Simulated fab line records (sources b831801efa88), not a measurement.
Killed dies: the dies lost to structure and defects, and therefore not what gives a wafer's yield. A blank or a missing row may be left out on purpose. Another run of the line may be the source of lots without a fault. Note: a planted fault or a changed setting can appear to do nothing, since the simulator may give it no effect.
What tool caused it? | flow gf180mcu | 7 lots with 21 wafers sampled at 2 steps, on a route of 602 steps

## WHAT EACH GAUGE READ, for each wafer
GF_NSD_CD_MEAS_07 targets a cd of 400 nm.
lot  | measured     | on        | cd nm (nm)
L456 | day 13 20:30 | cd sem-02 | 395.7 398.6 398.9
L459 | day 14 19:04 | cd sem-01 | 401.9 399.3 401.1
L461 | day 15 03:30 | cd sem-02 | 400.3 400.0 398.5
L463 | day 16 01:16 | cd sem-02 | 397.3 397.0 399.0
L466 | day 16 22:41 | cd sem-02 | 398.5 397.4 399.2
L473 | day 19 10:29 | cd sem-01 | 373.8 374.3 374.9
L477 | day 21 03:49 | cd sem-02 | 402.5 401.2 403.9

## WHAT TOOL EACH LOT RAN ON (gives the tool, then ch and the chambers of the sampled wafers, and finally the start)
lot  | GF_NSD_EXPOSE_04
L456 | iline stepper-01 ch 0, day 13 09:50
L459 | iline stepper-01 ch 0, day 14 08:16
L461 | iline stepper-01 ch 0, day 14 17:01
L463 | iline stepper-01 ch 0, day 15 14:32
L466 | iline stepper-02 ch 0, day 16 11:41
L473 | iline stepper-01 ch 0, day 18 22:47
L477 | iline stepper-02 ch 0, day 20 15:16
- GF_NSD_EXPOSE_04: exposes mask Nplus, target cd 400 nm.

## THE ANSWER, worked out from the rows above alone
Rule: usual is defined by the lots themselves. Put in order of their means at a reading, lots are off if they are a third of the lots or fewer, leave a main group of 4 or more, and stand apart from it by a gap of 3 or more times the standard deviation of the main group's means; of several such gaps the widest counts. The tables above print the reading to a certain number of digits; a main group whose means all agree to those digits is not used. Also off: a lot with no number at a reading for which 4 or more lots have one. The other lots that the step has rows for count as sound.
Off, at GF_NSD_CD_MEAS_07 on cd nm: L473. Mean 399.5 nm and standard deviation 1.7 in the main group.
If a tool, at a process step before that reading, ran all the lots that are off and no sound lot after the first of them, it fits. Those tools and the gauges at GF_NSD_CD_MEAS_07 are tried in the same way. 2 tools fit, iline stepper-01 at GF_NSD_EXPOSE_04 and cd sem-01 at GF_NSD_CD_MEAS_07, so this cannot tell which one it is.

## WHAT HAD BEEN PUT IN BY THE SIMULATOR
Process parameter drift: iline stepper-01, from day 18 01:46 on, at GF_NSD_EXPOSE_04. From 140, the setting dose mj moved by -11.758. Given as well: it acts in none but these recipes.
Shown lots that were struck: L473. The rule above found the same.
